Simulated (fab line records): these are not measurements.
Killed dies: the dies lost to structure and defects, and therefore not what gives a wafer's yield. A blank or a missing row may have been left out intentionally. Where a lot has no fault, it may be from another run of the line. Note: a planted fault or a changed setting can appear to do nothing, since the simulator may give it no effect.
fab line records ; flow sky130
record: lots: 14; wafers: 42; last-day: 51
route steps=708 shown METAL1@436 PAD_OPEN@708
lots with no fault: from the same line, run without faults
start-h: hours from the record's first day to the start of the lot's first wafer shown ; wait-h: hours since the lot's step before ; " repeats the value in the row above ; L1.1+2: one row covering several wafers at once ; - no value present, or no start provided ; * or withheld: withheld ; < > ~ a bound
route shown NAME@n: a module of which the file shows steps, and the number in the route of the first ; usual: average and standard deviation across the fault-free wafers ; same: alike in all rows ; chamber/n: place in a boat ; sites: readings site by site ; _std_site: standard deviation across them ; _edge_site: inner sites' mean taken away from outer sites' mean ; radius-mm: for every site, how far away it sits from the centre of the wafer ; mask NAME#n: copy n ; behind: the last tool/chamber to shape the wafer ; hold: cause of the lot's hold/its duration in hours/its outcome ; device: which transistor (n, p or np) failed to switch ; end of line: the same wafers' tests at the end of the route ; for a step that has no rows: nothing shown but its recipe ; killed: count of dies lost to structure and defects at first sort (not the wafer's yield) ; map: a wafer's dies, marking killed ones x, the rest . and places with no die _
set.NAME: the run value of the setting; set.NAME@STEP: its run value at that earlier step ; model.NAME: the simulator's own value behind a step, which no gauge read
a sample of lots followed through the steps of the route, with each step as a table and each wafer as a row
services: from which hour (start-h, from the record's first day; less than 0 if before it) a tool's chamber was out of use, for how many hours, and why
== steps ==
step: SKY_METAL1_SPUTTER_02
recipe: material: AlCu; target-thk-nm: 250; power-w: 10600; time-s: 13.3; chamber-pressure-pa: 0.4
usual: chamber-pressure-pa: 0.4000/0.00075; throttle-valve-pct: 29.8/1.2
lot.wafer;tool;chamber;start-h;wait-h;chamber-pressure-pa;throttle-valve-pct
L421.1;pvd-sputter-04;-;772.08;0.0;0.3997;28.8
L421.3;pvd-sputter-04;-;772.08;0.0;0.3998;29.8
L421.6;pvd-sputter-04;-;772.08;0.0;0.4002;28.8
L422.1;pvd-sputter-04;-;783.30;0.0;0.3995;30.5
L422.4;pvd-sputter-04;-;783.30;0.0;0.4005;30.0
L422.5;pvd-sputter-04;-;783.30;0.0;0.4015;30.1
L423.3;pvd-sputter-01;-;783.31;0.0;0.3994;31.0
L423.4;pvd-sputter-01;-;783.31;0.0;0.4013;31.3
L423.5;pvd-sputter-01;-;783.31;0.0;0.3999;31.1
L424.1;pvd-sputter-03;-;792.39;0.0;0.4006;29.6
L424.4;pvd-sputter-03;-;792.39;0.0;0.3995;28.2
L424.6;pvd-sputter-03;-;792.39;0.0;0.4005;27.7
L425.1;pvd-sputter-04;-;802.58;0.0;0.4016;30.6
L425.5;pvd-sputter-04;-;802.58;0.0;0.4005;29.5
L425.6;pvd-sputter-04;-;802.58;0.0;0.3995;30.0
L432.3;pvd-sputter-03;-;865.78;0.0;0.3570;31.5
L432.4;pvd-sputter-03;-;865.78;0.0;0.3569;31.7
L432.6;pvd-sputter-03;-;865.78;0.0;0.3575;29.8
L433.1;pvd-sputter-03;-;870.52;0.0;0.3589;30.1
L433.2;pvd-sputter-03;-;870.52;0.0;0.3574;31.9
L433.5;pvd-sputter-03;-;870.52;0.0;0.3575;31.7
L435.2;pvd-sputter-04;-;891.87;0.0;0.4009;30.0
L435.3;pvd-sputter-04;-;891.87;0.0;0.4004;29.6
L435.4;pvd-sputter-04;-;891.87;0.0;0.4004;30.6
L436.1;pvd-sputter-04;-;899.45;0.0;0.4010;30.6
L436.3;pvd-sputter-04;-;899.45;0.0;0.3995;30.1
L436.6;pvd-sputter-04;-;899.45;0.0;0.4010;30.6
L439.1;pvd-sputter-04;-;907.30;0.0;0.3996;28.7
L439.3;pvd-sputter-04;-;907.30;0.0;0.4015;29.7
L439.6;pvd-sputter-04;-;907.30;0.0;0.4000;28.8
L438.2;pvd-sputter-01;-;909.85;0.0;0.4007;31.3
L438.3;pvd-sputter-01;-;909.85;0.0;0.4006;32.0
L438.4;pvd-sputter-01;-;909.85;0.0;0.4003;31.0
L440.1;pvd-sputter-01;-;919.43;0.0;0.4005;31.1
L440.2;pvd-sputter-01;-;919.43;0.0;0.3990;31.9
L440.6;pvd-sputter-01;-;919.43;0.0;0.3995;31.1
L441.1;pvd-sputter-01;-;920.18;0.0;0.4000;31.2
L441.3;pvd-sputter-01;-;920.18;0.0;0.3999;31.1
L441.6;pvd-sputter-01;-;920.18;0.0;0.4010;31.1
L442.4;pvd-sputter-04;-;926.95;0.0;0.3993;28.9
L442.5;pvd-sputter-04;-;926.95;0.0;0.3994;28.8
L442.6;pvd-sputter-04;-;926.95;0.0;0.4007;29.6
step: SKY_PAD_OPEN_PROBE_99
usual: defect-limited-yield: 82.6/1.7; killed_at_M0_to_M3: 43/7; killed_at_M4_up: 3.1/1.5; killed-at-contacts: 23/4.9; killed-at-front-end: 16/3.9; killed-at-other: 0.3/0.52; killed-dies: 86/8.2; killed-on-rim: 16/3.7; killed-open: 47/6.1; killed-short: 38/5.8; sort_bin_3_pad_short: 0.8/0.41; sort_bin_5_function: 10.2/1.3; sort_bin_6_memory: 6.4/1.1; sort-n-pass: 406/8.2; sort-yield-pct: 82.6/1.7
same: gross-dies: 492; killed-at-back-side: 0; sort_bin_4_leakage[%]: 0; sort_bin_8_speed[%]: 0
lot.wafer;tool;chamber;start-h;wait-h;defect-limited-yield[%];killed_at_M0_to_M3;killed_at_M4_up;killed-at-contacts;killed-at-front-end;killed-at-other;killed-dies;killed-on-rim;killed-open;killed-short;sort_bin_3_pad_short[%];sort_bin_5_function[%];sort_bin_6_memory[%];sort-n-pass;sort-yield-pct[%]
L421.1;prober-02;-;1112.15;0.1;85.2;36;2;22;13;0;73;18;39;34;0.4;6.9;7.5;419;85.2
L421.3;prober-02;-;1112.25;0.2;81.5;47;3;24;17;0;91;18;50;41;1.0;10.4;7.1;401;81.5
L421.6;prober-02;-;1112.40;0.2;83.7;30;3;28;19;0;80;20;43;37;1.0;9.1;6.1;412;83.7
L423.3;prober-01;-;1119.70;0.2;82.3;36;3;31;17;0;87;22;43;42;0.4;10.4;6.9;405;82.3
L423.4;prober-01;-;1119.75;0.2;83.1;35;3;25;20;0;83;17;49;33;0.8;10.0;6.1;409;83.1
L423.5;prober-01;-;1119.80;0.2;85.0;30;2;22;19;1;74;14;40;34;1.2;8.7;5.1;418;85.0
L422.1;prober-02;-;1120.28;0.1;80.7;45;2;30;18;0;95;15;52;43;0.8;10.2;8.3;397;80.7
L422.4;prober-02;-;1120.43;0.2;83.3;44;5;16;17;0;82;10;49;33;0.8;10.6;5.3;410;83.3
L422.5;prober-02;-;1120.48;0.2;83.3;42;4;23;13;0;82;12;47;35;0.6;9.8;6.3;410;83.3
L424.1;prober-01;-;1126.62;0.1;83.9;41;3;22;13;0;79;12;53;26;1.0;9.1;5.9;413;83.9
L424.4;prober-01;-;1126.77;0.2;80.3;53;4;17;23;0;97;18;43;53;0.6;11.4;7.7;395;80.3
L424.6;prober-01;-;1126.87;0.2;82.1;44;5;25;14;0;88;17;55;33;1.0;11.4;5.5;404;82.1
L425.1;prober-02;-;1133.32;0.1;80.5;49;5;26;16;0;96;14;50;45;1.4;10.6;7.5;396;80.5
L425.5;prober-02;-;1133.52;0.2;84.8;40;2;22;11;0;75;18;40;32;0.6;9.3;5.3;417;84.8
L425.6;prober-02;-;1133.57;0.2;82.7;49;2;22;11;1;85;19;51;34;0.2;11.4;5.7;407;82.7
L432.3;prober-02;-;1180.77;0.2;84.1;52;4;12;10;0;78;15;45;33;0.4;8.5;6.9;414;84.1
L432.4;prober-02;-;1180.82;0.2;80.1;60;3;18;16;1;98;24;57;41;1.0;12.0;6.9;394;80.1
L432.6;prober-02;-;1180.92;0.2;82.3;41;4;21;20;1;87;16;45;42;0.4;10.0;7.3;405;82.3
L433.1;prober-01;-;1185.72;0.1;81.9;46;3;26;13;1;89;22;49;40;0.2;11.2;6.7;403;81.9
L433.2;prober-01;-;1185.77;0.1;82.7;43;3;22;17;0;85;16;43;42;1.4;10.0;5.9;407;82.7
L433.5;prober-01;-;1185.92;0.2;82.7;48;3;22;12;0;85;17;43;42;1.0;9.8;6.5;407;82.7
L435.2;prober-01;-;1201.21;0.1;83.1;37;1;26;19;0;83;18;47;36;1.0;10.2;5.7;409;83.1
L435.3;prober-01;-;1201.26;0.2;82.9;46;3;21;14;0;84;14;43;41;1.2;9.8;6.1;408;82.9
L435.4;prober-01;-;1201.31;0.2;81.9;41;4;22;20;2;89;18;46;41;1.0;10.4;6.7;403;81.9
L436.1;prober-02;-;1205.26;0.1;79.3;58;2;23;19;0;102;18;64;37;0.6;11.0;9.1;390;79.3
L436.3;prober-02;-;1205.36;0.2;84.6;30;4;32;10;0;76;11;49;25;1.0;8.7;5.7;416;84.6
L436.6;prober-02;-;1205.51;0.2;81.1;48;5;20;18;2;93;13;48;44;1.0;10.6;7.3;399;81.1
L439.1;prober-02;-;1208.70;0.1;84.1;39;2;23;14;0;78;16;45;33;0.6;10.6;4.7;414;84.1
L439.3;prober-02;-;1208.80;0.2;83.1;39;2;19;23;0;83;12;51;32;1.2;8.1;7.5;409;83.1
L439.6;prober-02;-;1208.95;0.2;77.8;58;6;29;16;0;109;18;55;54;1.2;12.2;8.7;383;77.8
L438.2;prober-01;-;1213.51;0.1;81.9;47;3;28;11;0;89;12;52;37;0.2;12.8;5.1;403;81.9
L438.3;prober-01;-;1213.56;0.2;81.9;43;2;25;19;0;89;16;52;37;0.6;11.0;6.5;403;81.9
L438.4;prober-01;-;1213.61;0.2;81.5;43;6;25;17;0;91;16;49;39;0.8;9.6;8.1;401;81.5
L440.1;prober-02;-;1218.31;0.1;83.5;40;2;21;18;0;81;12;46;33;0.8;8.3;7.3;411;83.5
L440.2;prober-02;-;1218.36;0.1;83.1;43;3;24;13;0;83;15;46;37;1.2;8.5;7.1;409;83.1
L440.6;prober-02;-;1218.56;0.2;83.7;44;3;21;12;0;80;12;43;37;0.6;10.2;5.5;412;83.7
L441.1;prober-01;-;1219.55;0.1;78.9;58;3;30;11;2;104;14;59;44;1.8;12.2;7.1;388;78.9
L441.3;prober-01;-;1219.65;0.2;82.9;47;5;20;12;0;84;22;50;34;0.4;8.7;7.9;408;82.9
L441.6;prober-01;-;1219.80;0.2;81.1;47;3;29;14;0;93;17;50;43;1.0;11.6;6.3;399;81.1
L442.4;prober-01;-;1223.99;0.2;82.1;43;4;27;14;0;88;14;47;40;0.6;12.8;4.5;404;82.1
L442.5;prober-01;-;1224.04;0.2;82.7;41;3;23;17;1;85;16;36;48;0.6;10.4;6.3;407;82.7
L442.6;prober-01;-;1224.09;0.2;82.5;51;1;24;10;0;86;17;41;43;0.8;10.0;6.7;406;82.5
killed by level:class
L421.1 VIA1:geometric-particle:open=10 LI_CONTACT:geometric-particle:open=8 METAL1:geometric-particle:short=7 CONTACT:geometric-particle:short=6 VIA2:geometric-particle:open=5 METAL2:geometric-particle:short=5 CONTACT:geometric-particle:open=4 VIA3:geometric-particle:open=4
L421.3 LI_CONTACT:geometric-particle:open=10 POLY_GATE:geometric-particle:short=9 VIA1:geometric-particle:open=9 METAL1:geometric-particle:short=8 CONTACT:geometric-particle:open=8 VIA3:geometric-particle:open=5 VIA2:geometric-particle:open=5 VIA1:geometric-particle:short=4
L421.6 LI_CONTACT:geometric-particle:open=10 CONTACT:geometric-particle:open=7 METAL1:geometric-particle:short=7 FIELD_ISO:geometric-particle:short=5 CONTACT:geometric-particle:short=5 VIA1:geometric-particle:short=4 FIELD_ISO:geometric-particle:open=3 POLY_GATE:geometric-particle:short=3
L423.3 LI_CONTACT:geometric-particle:open=11 CONTACT:geometric-particle:open=9 VIA2:geometric-particle:short=7 VIA3:geometric-particle:open=7 FIELD_ISO:geometric-particle:short=5 POLY_GATE:geometric-particle:short=4 CONTACT:geometric-particle:short=4 VIA1:geometric-particle:open=4
L423.4 LI_CONTACT:geometric-particle:open=11 VIA1:geometric-particle:open=8 CONTACT:geometric-particle:open=6 METAL1:geometric-particle:open=6 POLY_GATE:geometric-particle:open=5 POLY_GATE:geometric-particle:short=5 CONTACT:geometric-particle:short=5 VIA3:geometric-particle:open=5
L423.5 VIA1:geometric-particle:open=10 CONTACT:geometric-particle:open=8 FIELD_ISO:geometric-particle:open=6 LI_CONTACT:geometric-particle:short=5 VIA3:geometric-particle:open=5 METAL2:geometric-particle:short=5 FIELD_ISO:geometric-particle:short=4 LOCAL_INTERCONNECT:geometric-particle:short=4
L422.1 METAL1:geometric-particle:short=10 CONTACT:geometric-particle:open=10 LI_CONTACT:geometric-particle:open=9 VIA2:geometric-particle:open=7 VIA1:geometric-particle:open=7 FIELD_ISO:geometric-particle:short=6 FIELD_ISO:geometric-particle:open=6 METAL2:geometric-particle:short=6
L422.4 VIA2:geometric-particle:open=12 LI_CONTACT:geometric-particle:open=6 VIA1:geometric-particle:open=6 METAL2:geometric-particle:short=5 CONTACT:geometric-particle:open=5 VIA3:geometric-particle:open=5 POLY_GATE:geometric-particle:short=4 METAL1:geometric-particle:short=4
L422.5 CONTACT:geometric-particle:open=8 VIA3:geometric-particle:open=8 VIA2:geometric-particle:open=7 LOCAL_INTERCONNECT:geometric-particle:short=6 VIA1:geometric-particle:open=6 LI_CONTACT:geometric-particle:open=4 METAL2:geometric-particle:short=4 METAL1:geometric-particle:short=4
L424.1 CONTACT:geometric-particle:open=13 VIA2:geometric-particle:open=8 VIA3:geometric-particle:open=7 VIA1:geometric-particle:open=7 VIA2:geometric-particle:short=5 SPACER:geometric-particle:open=4 LI_CONTACT:geometric-particle:open=4 METAL2:geometric-particle:short=4
L424.4 METAL2:geometric-particle:short=9 VIA1:geometric-particle:short=8 VIA1:geometric-particle:open=8 FIELD_ISO:geometric-particle:open=6 CONTACT:geometric-particle:short=6 VIA3:geometric-particle:open=6 METAL1:geometric-particle:short=5 VIA2:geometric-particle:open=5
L424.6 CONTACT:geometric-particle:open=14 VIA1:geometric-particle:open=13 VIA3:geometric-particle:open=9 METAL2:geometric-particle:short=5 METAL4:geometric-particle:short=5 FIELD_ISO:geometric-particle:open=4 LI_CONTACT:geometric-particle:open=4 POLY_GATE:geometric-particle:short=3
L425.1 VIA1:geometric-particle:open=12 CONTACT:geometric-particle:open=10 VIA1:geometric-particle:short=10 LI_CONTACT:geometric-particle:open=7 FIELD_ISO:geometric-particle:open=5 POLY_GATE:geometric-particle:open=5 METAL2:geometric-particle:short=5 VIA3:geometric-particle:open=5
L425.5 VIA1:geometric-particle:open=11 LI_CONTACT:geometric-particle:open=7 CONTACT:geometric-particle:open=6 METAL1:geometric-particle:short=5 METAL2:geometric-particle:short=5 LOCAL_INTERCONNECT:geometric-particle:short=4 CONTACT:geometric-particle:short=4 VIA1:geometric-particle:short=4
L425.6 VIA1:geometric-particle:open=13 LI_CONTACT:geometric-particle:open=8 METAL2:geometric-particle:short=7 VIA3:geometric-particle:open=6 CONTACT:geometric-particle:open=6 VIA2:geometric-particle:open=6 VIA1:geometric-particle:short=5 FIELD_ISO:geometric-particle:short=4
L432.3 VIA2:geometric-particle:open=13 VIA1:geometric-particle:open=9 METAL2:geometric-particle:short=7 VIA1:geometric-particle:short=6 FIELD_ISO:geometric-particle:open=4 LI_CONTACT:geometric-particle:open=4 VIA3:geometric-particle:open=4 POLY_GATE:geometric-particle:short=3
L432.4 VIA1:geometric-particle:open=16 VIA3:geometric-particle:open=10 CONTACT:geometric-particle:open=8 VIA2:geometric-particle:open=7 METAL2:geometric-particle:short=6 VIA2:geometric-particle:short=5 LOCAL_INTERCONNECT:geometric-particle:short=4 LI_CONTACT:geometric-particle:open=4
L432.6 VIA2:geometric-particle:open=9 FIELD_ISO:geometric-particle:short=8 CONTACT:geometric-particle:open=8 VIA1:geometric-particle:open=7 VIA1:geometric-particle:short=6 VIA3:geometric-particle:open=6 CONTACT:geometric-particle:short=5 FIELD_ISO:geometric-particle:open=4
L433.1 VIA3:geometric-particle:open=13 VIA1:geometric-particle:open=9 LI_CONTACT:geometric-particle:open=8 CONTACT:geometric-particle:open=7 POLY_GATE:geometric-particle:short=6 METAL1:geometric-particle:short=5 FIELD_ISO:geometric-particle:short=4 CONTACT:geometric-particle:short=4
L433.2 CONTACT:geometric-particle:open=11 VIA2:geometric-particle:open=10 VIA1:geometric-particle:open=8 POLY_GATE:geometric-particle:short=6 VIA1:geometric-particle:short=6 LOCAL_INTERCONNECT:geometric-particle:short=5 FIELD_ISO:geometric-particle:short=4 METAL1:geometric-particle:short=4
L433.5 CONTACT:geometric-particle:open=16 VIA1:geometric-particle:short=11 VIA1:geometric-particle:open=7 VIA2:geometric-particle:open=6 VIA3:geometric-particle:open=5 VIA3:geometric-particle:short=5 POLY_GATE:geometric-particle:short=4 LI_CONTACT:geometric-particle:short=3
L435.2 CONTACT:geometric-particle:open=11 VIA1:geometric-particle:open=9 FIELD_ISO:geometric-particle:open=7 CONTACT:geometric-particle:short=7 POLY_GATE:geometric-particle:short=6 VIA3:geometric-particle:open=6 VIA1:geometric-particle:short=4 METAL2:geometric-particle:short=4
L435.3 VIA1:geometric-particle:open=11 METAL2:geometric-particle:short=7 LI_CONTACT:geometric-particle:open=6 CONTACT:geometric-particle:open=5 VIA2:geometric-particle:open=5 VIA3:geometric-particle:short=5 FIELD_ISO:geometric-particle:open=4 FIELD_ISO:geometric-particle:short=4
L435.4 VIA1:geometric-particle:open=10 LI_CONTACT:geometric-particle:open=9 VIA1:geometric-particle:short=8 POLY_GATE:geometric-particle:short=7 METAL1:geometric-particle:short=7 CONTACT:geometric-particle:open=6 FIELD_ISO:geometric-particle:short=4 POLY_GATE:geometric-particle:open=4
L436.1 VIA2:geometric-particle:open=10 VIA1:geometric-particle:open=10 METAL1:geometric-particle:short=8 FIELD_ISO:geometric-particle:open=7 LI_CONTACT:geometric-particle:open=7 CONTACT:geometric-particle:open=7 CONTACT:geometric-particle:short=6 VIA3:geometric-particle:open=6
L436.3 CONTACT:geometric-particle:open=12 VIA1:geometric-particle:open=10 LI_CONTACT:geometric-particle:open=10 LOCAL_INTERCONNECT:geometric-particle:short=5 METAL1:geometric-particle:short=5 FIELD_ISO:geometric-particle:open=4 METAL2:geometric-particle:short=4 VIA3:geometric-particle:open=4
L436.6 CONTACT:geometric-particle:open=9 VIA1:geometric-particle:open=9 VIA3:geometric-particle:open=7 POLY_GATE:geometric-particle:short=7 VIA2:geometric-particle:open=7 METAL1:geometric-particle:short=5 METAL2:geometric-particle:short=5 FIELD_ISO:geometric-particle:short=4
L439.1 CONTACT:geometric-particle:open=11 VIA3:geometric-particle:open=9 METAL1:geometric-particle:short=7 VIA1:geometric-particle:open=6 LI_CONTACT:geometric-particle:open=6 POLY_GATE:geometric-particle:short=5 VIA1:geometric-particle:short=5 POLY_GATE:geometric-particle:open=4
L439.3 CONTACT:geometric-particle:open=10 VIA1:geometric-particle:open=9 FIELD_ISO:geometric-particle:open=8 VIA3:geometric-particle:open=7 POLY_GATE:geometric-particle:open=6 VIA2:geometric-particle:open=6 METAL1:geometric-particle:short=5 METAL2:geometric-particle:short=5
L439.6 VIA1:geometric-particle:open=11 VIA2:geometric-particle:open=11 LI_CONTACT:geometric-particle:open=8 LOCAL_INTERCONNECT:geometric-particle:short=8 CONTACT:geometric-particle:open=8 METAL1:geometric-particle:short=8 VIA1:geometric-particle:short=7 VIA3:geometric-particle:open=6
L438.2 LI_CONTACT:geometric-particle:open=11 CONTACT:geometric-particle:open=9 VIA1:geometric-particle:open=8 METAL2:geometric-particle:short=7 VIA3:geometric-particle:open=7 VIA3:geometric-particle:short=6 VIA2:geometric-particle:open=5 FIELD_ISO:geometric-particle:open=4
L438.3 VIA3:geometric-particle:open=11 VIA1:geometric-particle:open=10 VIA2:geometric-particle:open=7 CONTACT:geometric-particle:open=7 POLY_GATE:geometric-particle:open=6 POLY_GATE:geometric-particle:short=5 LI_CONTACT:geometric-particle:open=5 LOCAL_INTERCONNECT:geometric-particle:short=5
L438.4 VIA1:geometric-particle:open=17 CONTACT:geometric-particle:open=9 LI_CONTACT:geometric-particle:open=6 VIA3:geometric-particle:open=6 METAL4:geometric-particle:short=6 FIELD_ISO:geometric-particle:short=5 CONTACT:geometric-particle:short=5 METAL1:geometric-particle:short=5
L440.1 CONTACT:geometric-particle:open=8 VIA2:geometric-particle:open=8 VIA1:geometric-particle:open=8 FIELD_ISO:geometric-particle:short=7 VIA1:geometric-particle:short=5 METAL2:geometric-particle:short=5 FIELD_ISO:geometric-particle:open=4 POLY_GATE:geometric-particle:open=4
L440.2 CONTACT:geometric-particle:open=9 VIA1:geometric-particle:open=8 VIA2:geometric-particle:open=7 VIA3:geometric-particle:open=7 LI_CONTACT:geometric-particle:open=6 METAL1:geometric-particle:short=5 POLY_GATE:geometric-particle:short=4 METAL3:geometric-particle:short=4
L440.6 VIA1:geometric-particle:open=15 CONTACT:geometric-particle:open=11 VIA1:geometric-particle:short=9 LI_CONTACT:geometric-particle:open=5 FIELD_ISO:geometric-particle:short=4 POLY_GATE:geometric-particle:short=4 METAL2:geometric-particle:short=4 FIELD_ISO:geometric-particle:open=3
L441.1 VIA2:geometric-particle:open=12 CONTACT:geometric-particle:open=11 VIA1:geometric-particle:open=10 METAL2:geometric-particle:short=9 LI_CONTACT:geometric-particle:open=7 VIA3:geometric-particle:open=7 VIA1:geometric-particle:short=6 LOCAL_INTERCONNECT:geometric-particle:short=4
L441.3 VIA2:geometric-particle:open=12 VIA1:geometric-particle:open=10 LI_CONTACT:geometric-particle:open=8 CONTACT:geometric-particle:open=6 METAL1:geometric-particle:short=5 FIELD_ISO:geometric-particle:open=4 VIA1:geometric-particle:short=4 FIELD_ISO:geometric-particle:short=3
L441.6 CONTACT:geometric-particle:open=13 METAL1:geometric-particle:short=11 LI_CONTACT:geometric-particle:open=9 VIA2:geometric-particle:open=8 POLY_GATE:geometric-particle:open=6 VIA3:geometric-particle:open=5 POLY_GATE:geometric-particle:short=4 VIA1:geometric-particle:short=4
L442.4 CONTACT:geometric-particle:open=9 VIA1:geometric-particle:open=9 VIA3:geometric-particle:open=8 VIA2:geometric-particle:open=7 LI_CONTACT:geometric-particle:open=6 LOCAL_INTERCONNECT:geometric-particle:short=6 VIA3:geometric-particle:short=5 FIELD_ISO:geometric-particle:short=4
L442.5 FIELD_ISO:geometric-particle:short=8 METAL2:geometric-particle:short=8 LOCAL_INTERCONNECT:geometric-particle:short=7 LI_CONTACT:geometric-particle:open=6 CONTACT:geometric-particle:open=6 VIA1:geometric-particle:short=5 METAL1:geometric-particle:short=5 METAL1:geometric-particle:open=4
L442.6 VIA1:geometric-particle:open=12 VIA3:geometric-particle:open=9 METAL1:geometric-particle:short=6 METAL2:geometric-particle:short=6 VIA2:geometric-particle:short=5 LOCAL_INTERCONNECT:geometric-particle:short=5 CONTACT:geometric-particle:short=5 CONTACT:geometric-particle:open=5
== services ==
tool;chamber;start-h;hours;kind
pvd-sputter-01;-;752.03;0.8;repair
pvd-sputter-01;-;754.70;7.4;repair
pvd-sputter-04;-;823.17;5.8;repair
pvd-sputter-03;-;868.93;1.1;repair
== key ==
first-sign: step: SKY_METAL1_SPUTTER_02; reading: chamber-pressure-pa; direction: down; sigmas: 57; usual: 0.4000; struck: 0.3575
effect none on later readings
met-at SKY_METAL1_SPUTTER_02
struck-lots L432,L433
onset-between 792.39 865.78
fault: kind: process-parameter-drift; tool: pvd-sputter-03; chamber: -; onset-h: 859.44; steps: SKY_METAL1_SPUTTER_02; channel: chamber-pressure-pa; offset: -0.042558; shape: step; end-h: 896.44; acts-in: these-recipes-only; stated: 0.4
